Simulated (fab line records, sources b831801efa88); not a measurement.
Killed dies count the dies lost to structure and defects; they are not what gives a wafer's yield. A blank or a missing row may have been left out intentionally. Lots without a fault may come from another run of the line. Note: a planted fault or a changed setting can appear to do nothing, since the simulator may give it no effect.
Matching of chambers :: flow sky130 :: rie si-02 running SKY_FIELD_ISO_ETCH_17: 4 sister chambers
The step etches Si in HBr/Cl2/O2, target depth 342 nm, time 97.7 s. 4 wafers are shown with their chamber, then 7 later ones without.

## WAFERS WITH THEIR CHAMBER
wafer: L386.3
chamber: 2
oes product au (a.u.): 0.990

wafer: L386.5
chamber: 3
oes product au (a.u.): 0.989

wafer: L391.1
chamber: 0
oes product au (a.u.): 1.010

wafer: L391.4
chamber: 1
oes product au (a.u.): 0.987

## WAFERS WITH NO CHAMBER GIVEN
wafer: L391.6
oes product au (a.u.): 0.998

wafer: L392.2
oes product au (a.u.): 0.999

wafer: L392.4
oes product au (a.u.): 1.010

wafer: L392.6
oes product au (a.u.): 0.985

wafer: L396.1
oes product au (a.u.): 1.013

wafer: L396.3
oes product au (a.u.): 0.993

wafer: L396.4
oes product au (a.u.): 0.998

## WHICH CHAMBER EACH WENT THROUGH
wafer: L391.6
from the rows above: can't be placed: 2 or 3 or 1 or 0
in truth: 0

wafer: L392.2
from the rows above: can't be placed: 2 or 3 or 0 or 1
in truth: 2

wafer: L392.4
from the rows above: 0
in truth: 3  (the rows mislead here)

wafer: L392.6
from the rows above: can't be placed: 1 or 3 or 2
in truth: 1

wafer: L396.1
from the rows above: 0
in truth: 0

wafer: L396.3
from the rows above: can't be placed: 2 or 3 or 1
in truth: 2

wafer: L396.4
from the rows above: can't be placed: 2 or 3 or 1 or 0
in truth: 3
Correct placement for 1 of the 7. Unplaceable from these rows: 5, with the true chamber sitting among the candidates in 5. Wrongly placed: 1.
How it was worked out, from the rows above alone: a wafer's distance from a chamber is the root of the sum, over the readings, of the square of ((its reading less the chamber's mean) divided by the reading's scatter). If the next closest chamber is less than 2 further off than the closest, the wafer can't be placed; otherwise it belongs to the closest. The mean given for a chamber averages the wafers shown for that chamber. The scatter (one wafer shown for each chamber): square how far every hidden wafer sits from the nearest shown wafer, average those squares and take the square root.
